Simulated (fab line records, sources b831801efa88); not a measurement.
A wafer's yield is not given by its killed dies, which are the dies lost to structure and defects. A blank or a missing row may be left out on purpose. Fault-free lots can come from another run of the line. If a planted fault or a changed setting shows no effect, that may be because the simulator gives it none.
The tool behind it: which one? :: flow sky130 :: 6 lots, 18 wafers sampled, at 2 steps of a route of 708

## WHAT THE GAUGES SHOWED, per wafer
SKY_POLY_GATE_THK_MEAS_21.
lot: L589
measured: day 17 10:34
on: film_metro-03
POLY_GATE_OXIDATION_THK (nm): 4.16 4.12 4.09

lot: L593
measured: day 18 10:47
on: film_metro-02
POLY_GATE_OXIDATION_THK (nm): 4.07 4.03 4.04

lot: L596
measured: day 19 16:25
on: film_metro-04
POLY_GATE_OXIDATION_THK (nm): 3.97 3.93 3.84

lot: L598
measured: day 20 09:37
on: film_metro-03
POLY_GATE_OXIDATION_THK (nm): 3.90 3.97 3.83

lot: L604
measured: day 22 08:19
on: film_metro-02
POLY_GATE_OXIDATION_THK (nm): 3.84 3.88 3.85

lot: L608
measured: day 24 10:31
on: film_metro-04
POLY_GATE_OXIDATION_THK (nm): 4.05 3.91 3.96

## TOOL THAT RAN EACH LOT (tool first, then ch and the chambers of the sampled wafers, then the start)
lot: L589
SKY_POLY_GATE_ETCH_16: rie_diel-01 ch 2,3, day 17 08:53

lot: L593
SKY_POLY_GATE_ETCH_16: rie_diel-01 ch 1,2,3, day 18 07:21

lot: L596
SKY_POLY_GATE_ETCH_16: rie_diel-04 ch 0,1,3, day 19 14:51

lot: L598
SKY_POLY_GATE_ETCH_16: rie_diel-03 ch 1,2,3, day 20 08:02

lot: L604
SKY_POLY_GATE_ETCH_16: rie_diel-04 ch 1,3, day 22 06:42

lot: L608
SKY_POLY_GATE_ETCH_16: rie_diel-01 ch 0,1,3, day 24 08:57
- SKY_POLY_GATE_ETCH_16: etches Si3N4 in CH3F/O2, stops on poly-Si, time 147.5 s, target depth 75 nm.

## THE ANSWER, worked out from the rows above alone
Rule: the lots themselves supply what counts as usual. The widest of any qualifying gaps counts: lots, ordered by their means at a reading, are off when they make up no more than a third of the lots, leave a main group of 4 or more, and stand apart from it by 3 or more times the standard deviation of that group's means. A main group is skipped when, at the precision printed for the reading in the tables above, its means are all equal. Also off: a lot with no number at a reading for which 4 or more lots have one. All remaining lots with rows at the step are treated as sound.
Across all readings shown, no lot is off: no conclusion can be drawn from this.

## WHAT HAD BEEN PUT IN BY THE SIMULATOR
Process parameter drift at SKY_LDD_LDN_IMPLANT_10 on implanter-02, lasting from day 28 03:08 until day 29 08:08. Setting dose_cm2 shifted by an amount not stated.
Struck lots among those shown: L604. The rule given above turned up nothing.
